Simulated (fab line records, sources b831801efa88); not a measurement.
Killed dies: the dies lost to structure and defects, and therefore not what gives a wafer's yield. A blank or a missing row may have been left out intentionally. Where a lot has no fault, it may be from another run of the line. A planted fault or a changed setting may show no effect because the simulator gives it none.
The tool behind it: which one? / flow sky130 / Sampling: 24 lots, 72 wafers, 3 of 708 route steps

== WHAT THE GAUGES SHOWED, per wafer ==
SKY_VIA3_THK_MEAS_01.
lot=L074; measured=day 38 20:22; on=film-metro-04; VIA3_HDPCVD_THK (nm)=1640 1635 1629
lot=L075; measured=day 38 22:30; on=film-metro-02; VIA3_HDPCVD_THK (nm)=1647 1659 1667
lot=L076; measured=day 39 01:54; on=film-metro-02; VIA3_HDPCVD_THK (nm)=1636 1626 1666
lot=L077; measured=day 39 10:31; on=film-metro-01; VIA3_HDPCVD_THK (nm)=1668 1650 1644
lot=L078; measured=day 39 15:22; on=film-metro-01; VIA3_HDPCVD_THK (nm)=1642 1642 1622
lot=L079; measured=day 39 21:32; on=film-metro-04; VIA3_HDPCVD_THK (nm)=1640 1639 1640
lot=L080; measured=day 40 01:51; on=film-metro-02; VIA3_HDPCVD_THK (nm)=1605 1609 1628
lot=L081; measured=day 40 08:17; on=film-metro-02; VIA3_HDPCVD_THK (nm)=1654 1651 1647
lot=L082; measured=day 40 21:25; on=film-metro-04; VIA3_HDPCVD_THK (nm)=1668 1653 1647
lot=L083; measured=day 41 01:04; on=film-metro-02; VIA3_HDPCVD_THK (nm)=1640 1644 1650
lot=L084; measured=day 41 03:53; on=film-metro-02; VIA3_HDPCVD_THK (nm)=1644 1610 1620
lot=L085; measured=day 41 15:26; on=film-metro-02; VIA3_HDPCVD_THK (nm)=1617 1613 1633
lot=L086; measured=day 42 02:35; on=film-metro-04; VIA3_HDPCVD_THK (nm)=1625 1627 1637
lot=L087; measured=day 42 04:17; on=film-metro-04; VIA3_HDPCVD_THK (nm)=1642 1645 1650
lot=L088; measured=day 42 21:31; on=film-metro-04; VIA3_HDPCVD_THK (nm)=1661 1664 1650
lot=L089; measured=day 43 01:09; on=film-metro-04; VIA3_HDPCVD_THK (nm)=1661 1671 1651
lot=L090; measured=day 43 12:16; on=film-metro-02; VIA3_HDPCVD_THK (nm)=1646 1656 1658
lot=L091; measured=day 43 21:59; on=film-metro-02; VIA3_HDPCVD_THK (nm)=1611 1611 1615
lot=L093; measured=day 43 23:55; on=film-metro-02; VIA3_HDPCVD_THK (nm)=1616 1604 1603
lot=L092; measured=day 44 01:08; on=film-metro-04; VIA3_HDPCVD_THK (nm)=1636 1633 1642
lot=L094; measured=day 44 04:02; on=film-metro-04; VIA3_HDPCVD_THK (nm)=1616 1629 1623
lot=L095; measured=day 45 03:53; on=film-metro-04; VIA3_HDPCVD_THK (nm)=1621 1623 1639
lot=L097; measured=day 45 05:26; on=film-metro-01; VIA3_HDPCVD_THK (nm)=1609 1593 1618
lot=L096; measured=day 45 08:58; on=film-metro-02; VIA3_HDPCVD_THK (nm)=1628 1620 1628

SKY_VIA3_CD_MEAS_12: target cd 200 nm.
lot=L074; measured=day 39 21:13; on=cd-sem-02; cd-nm (nm)=201.2 200.7 203.1
lot=L075; measured=day 39 23:14; on=cd-sem-01; cd-nm (nm)=197.1 199.1 197.6
lot=L076; measured=day 40 02:47; on=cd-sem-02; cd-nm (nm)=201.1 200.1 202.4
lot=L077; measured=day 40 11:02; on=cd-sem-02; cd-nm (nm)=200.0 200.5 199.9
lot=L078; measured=day 40 16:50; on=cd-sem-02; cd-nm (nm)=199.4 198.4 198.2
lot=L079; measured=day 40 22:04; on=cd-sem-01; cd-nm (nm)=198.8 199.7 199.1
lot=L080; measured=day 41 02:58; on=cd-sem-02; cd-nm (nm)=199.3 199.1 199.5
lot=L081; measured=day 41 07:56; on=cd-sem-02; cd-nm (nm)=203.5 201.1 201.2
lot=L082; measured=day 41 21:28; on=cd-sem-01; cd-nm (nm)=202.2 200.3 200.9
lot=L083; measured=day 42 01:53; on=cd-sem-01; cd-nm (nm)=197.9 200.2 198.3
lot=L084; measured=day 42 03:57; on=cd-sem-01; cd-nm (nm)=197.4 199.0 197.1
lot=L085; measured=day 42 14:26; on=cd-sem-01; cd-nm (nm)=201.3 201.3 200.9
lot=L086; measured=day 43 02:10; on=cd-sem-01; cd-nm (nm)=199.3 199.5 199.3
lot=L087; measured=day 43 04:36; on=cd-sem-01; cd-nm (nm)=198.9 200.6 201.0
lot=L088; measured=day 43 20:59; on=cd-sem-01; cd-nm (nm)=200.0 199.8 200.4
lot=L089; measured=day 44 00:07; on=cd-sem-01; cd-nm (nm)=201.8 201.4 201.0
lot=L090; measured=day 44 10:25; on=cd-sem-02; cd-nm (nm)=201.2 202.1 202.7
lot=L091; measured=day 44 20:16; on=cd-sem-01; cd-nm (nm)=200.5 201.1 200.7
lot=L093; measured=day 44 22:31; on=cd-sem-01; cd-nm (nm)=201.0 200.0 200.0
lot=L092; measured=day 44 23:16; on=cd-sem-02; cd-nm (nm)=200.3 200.3 200.5
lot=L094; measured=day 45 03:00; on=cd-sem-02; cd-nm (nm)=200.1 198.9 200.4
lot=L095; measured=day 46 01:13; on=cd-sem-01; cd-nm (nm)=197.9 199.0 199.9
lot=L097; measured=day 46 02:49; on=cd-sem-02; cd-nm (nm)=202.4 200.0 200.0
lot=L096; measured=day 46 06:50; on=cd-sem-02; cd-nm (nm)=200.4 201.2 200.8

== WHICH TOOL RAN EACH LOT (tool, then ch and the chambers of the sampled wafers, then the start) ==
lot=L074; SKY_METAL3_DESCUM_15=rie-metal-03 ch 0,1, day 38 19:15
lot=L075; SKY_METAL3_DESCUM_15=rie-metal-03 ch 0,1, day 38 21:22
lot=L076; SKY_METAL3_DESCUM_15=rie-metal-04 ch 0,1, day 39 00:44
lot=L077; SKY_METAL3_DESCUM_15=rie-metal-02 ch 0,1, day 39 09:26
lot=L078; SKY_METAL3_DESCUM_15=rie-metal-02 ch 0,1, day 39 14:17
lot=L079; SKY_METAL3_DESCUM_15=rie-metal-03 ch 0,1, day 39 20:17
lot=L080; SKY_METAL3_DESCUM_15=rie-metal-03 ch 0,1, day 40 00:45
lot=L081; SKY_METAL3_DESCUM_15=rie-metal-03 ch 0,1, day 40 07:13
lot=L082; SKY_METAL3_DESCUM_15=rie-metal-02 ch 0,1, day 40 20:17
lot=L083; SKY_METAL3_DESCUM_15=rie-metal-02 ch 0,1, day 40 23:52
lot=L084; SKY_METAL3_DESCUM_15=rie-metal-02 ch 0,1, day 41 02:44
lot=L085; SKY_METAL3_DESCUM_15=rie-metal-03 ch 0,1, day 41 14:20
lot=L086; SKY_METAL3_DESCUM_15=rie-metal-03 ch 1, day 42 01:26
lot=L087; SKY_METAL3_DESCUM_15=rie-metal-02 ch 0,1, day 42 03:07
lot=L088; SKY_METAL3_DESCUM_15=rie-metal-03 ch 0,1, day 42 20:26
lot=L089; SKY_METAL3_DESCUM_15=rie-metal-04 ch 0,1, day 43 00:02
lot=L090; SKY_METAL3_DESCUM_15=rie-metal-02 ch 0,1, day 43 10:56
lot=L091; SKY_METAL3_DESCUM_15=rie-metal-04 ch 0,1, day 43 20:55
lot=L093; SKY_METAL3_DESCUM_15=rie-metal-02 ch 0, day 43 22:50
lot=L092; SKY_METAL3_DESCUM_15=rie-metal-02 ch 0,1, day 43 23:53
lot=L094; SKY_METAL3_DESCUM_15=rie-metal-04 ch 0,1, day 44 02:58
lot=L095; SKY_METAL3_DESCUM_15=rie-metal-03 ch 1, day 45 02:48
lot=L097; SKY_METAL3_DESCUM_15=rie-metal-02 ch 0,1, day 45 03:50
lot=L096; SKY_METAL3_DESCUM_15=rie-metal-04 ch 0,1, day 45 07:49
- SKY_METAL3_DESCUM_15: chemistry O2, time 8 s.

== AS READ BY THE TOOLS THEMSELVES (means over the sampled wafers that have a number; for cases with no such wafer, the mark the record gives instead) ==
SKY_METAL3_DESCUM_15.
lot=L074; tool=rie-metal-03; drypump-motor-current-A (A)=5.7; oes-product-au (a.u.)=0.999
lot=L075; tool=rie-metal-03; drypump-motor-current-A (A)=5.8; oes-product-au (a.u.)=0.999
lot=L076; tool=rie-metal-04; drypump-motor-current-A (A)=6.1; oes-product-au (a.u.)=1.003
lot=L077; tool=rie-metal-02; drypump-motor-current-A (A)=5.9; oes-product-au (a.u.)=0.991
lot=L078; tool=rie-metal-02; drypump-motor-current-A (A)=5.9; oes-product-au (a.u.)=1.005
lot=L079; tool=rie-metal-03; drypump-motor-current-A (A)=5.8; oes-product-au (a.u.)=0.996
lot=L080; tool=rie-metal-03; drypump-motor-current-A (A)=6.1; oes-product-au (a.u.)=0.992
lot=L081; tool=rie-metal-03; drypump-motor-current-A (A)=5.8; oes-product-au (a.u.)=0.997
lot=L082; tool=rie-metal-02; drypump-motor-current-A (A)=5.9; oes-product-au (a.u.)=0.999
lot=L083; tool=rie-metal-02; drypump-motor-current-A (A)=5.7; oes-product-au (a.u.)=0.986
lot=L084; tool=rie-metal-02; drypump-motor-current-A (A)=5.8; oes-product-au (a.u.)=0.998
lot=L085; tool=rie-metal-03; drypump-motor-current-A (A)=5.8; oes-product-au (a.u.)=0.990
lot=L086; tool=rie-metal-03; drypump-motor-current-A (A)=6.4; oes-product-au (a.u.)=1.003
lot=L087; tool=rie-metal-02; drypump-motor-current-A (A)=5.7; oes-product-au (a.u.)=0.992
lot=L088; tool=rie-metal-03; drypump-motor-current-A (A)=6.1; oes-product-au (a.u.)=0.995
lot=L089; tool=rie-metal-04; drypump-motor-current-A (A)=6.1; oes-product-au (a.u.)=0.996
lot=L090; tool=rie-metal-02; drypump-motor-current-A (A)=5.7; oes-product-au (a.u.)=0.989
lot=L091; tool=rie-metal-04; drypump-motor-current-A (A)=6.1; oes-product-au (a.u.)=1.008
lot=L093; tool=rie-metal-02; drypump-motor-current-A (A)=5.6; oes-product-au (a.u.)=0.979
lot=L092; tool=rie-metal-02; drypump-motor-current-A (A)=5.9; oes-product-au (a.u.)=0.989
lot=L094; tool=rie-metal-04; drypump-motor-current-A (A)=6.2; oes-product-au (a.u.)=1.003
lot=L095; tool=rie-metal-03; drypump-motor-current-A (A)=6.4; oes-product-au (a.u.)=0.991
lot=L097; tool=rie-metal-02; drypump-motor-current-A (A)=5.7; oes-product-au (a.u.)=0.992
lot=L096; tool=rie-metal-04; drypump-motor-current-A (A)=6.1; oes-product-au (a.u.)=0.999

== THE ANSWER, worked out from the rows above alone ==
Rule: the lots themselves supply what counts as usual. The widest of any qualifying gaps counts: lots, ordered by their means at a reading, are off when they make up no more than a third of the lots, leave a main group of 4 or more, and stand apart from it by 3 or more times the standard deviation of that group's means. If all means in a main group match to the digits the tables above print for the reading, that group is not used. A lot without any number at a reading at which 4 lots or more have one is off too. Where the step has rows for the other lots, those lots are counted as sound. After the gauges, taken in route order, come the tools' own readings; for these a lot's mean is taken, as printed above. The first step at which some lot is off is used, and at that step the reading that is off furthest; a lot without a number counts as furthest.
Nothing can be told from this: no lot is off at any reading shown.

== WHAT THE SIMULATOR HAD PUT IN ==
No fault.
